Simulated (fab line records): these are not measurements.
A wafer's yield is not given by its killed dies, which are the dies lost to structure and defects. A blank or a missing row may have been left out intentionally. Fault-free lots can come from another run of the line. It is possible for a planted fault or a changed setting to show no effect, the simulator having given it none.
Chamber matching	flow gf180mcu	GF_V3_CMP_26 on cmp-02 has 4 sister chambers
The step polishes, stops on SiO2, t overpolish 15 s, target thk 0 nm. 8 wafers are shown with their chamber, then 10 later ones without.

== EACH WAFER AND ITS CHAMBER ==
wafer	chamber	motorCurrentA (A)	timeToEndpointS (s)
L106.2	2	10.4	88.0
L112.4	0	11.9	84.6
L112.5	2	10.6	83.5
L113.1	3	10.9	86.2
L113.4	1	10.0	85.2
L113.5	0	10.9	85.8
L116.1	3	10.3	86.1
L116.3	1	10.1	83.2

== WAFERS MISSING THEIR CHAMBER ==
wafer	motorCurrentA (A)	timeToEndpointS (s)
L116.4	10.8	88.4
L124.1	10.3	87.7
L124.2	11.1	85.5
L124.3	10.8	86.7
L125.2	11.1	84.2
L125.3	10.8	84.5
L125.6	11.2	87.0
L126.1	10.6	86.4
L126.2	9.9	81.4
L126.3	11.6	84.4

== EACH ONE'S CHAMBER ==
wafer	from the rows above	in truth
L116.4	can't be placed: 3 or 2 or 0 or 1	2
L124.1	can't be placed: 3 or 2 or 1 or 0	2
L124.2	can't be placed: 0 or 3 or 2 or 1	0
L124.3	can't be placed: 3 or 2 or 0 or 1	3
L125.2	can't be placed: 0 or 3 or 2 or 1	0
L125.3	can't be placed: 2 or 3 or 0 or 1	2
L125.6	can't be placed: 0 or 3 or 2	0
L126.1	can't be placed: 3 or 2 or 1 or 0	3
L126.2	can't be placed: 1 or 2 or 3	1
L126.3	can't be placed: 0 or 3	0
0 of 10 placed correctly. Cannot be placed on the basis of these rows: 10; the candidates contain the true chamber in 10. 0 placed wrongly.
How it was worked out, from the rows above alone: a wafer's distance from a chamber is the root of the sum, over the readings, of the square of ((its reading less the chamber's mean) divided by the reading's scatter). If the next closest chamber is less than 2 further off than the closest, the wafer can't be placed; otherwise it belongs to the closest. A chamber's mean is the mean of its shown wafers. The scatter is the square root of a quotient: the sum, over the shown wafers, of each reading's squared deviation from its chamber's mean, divided by wafers minus chambers.
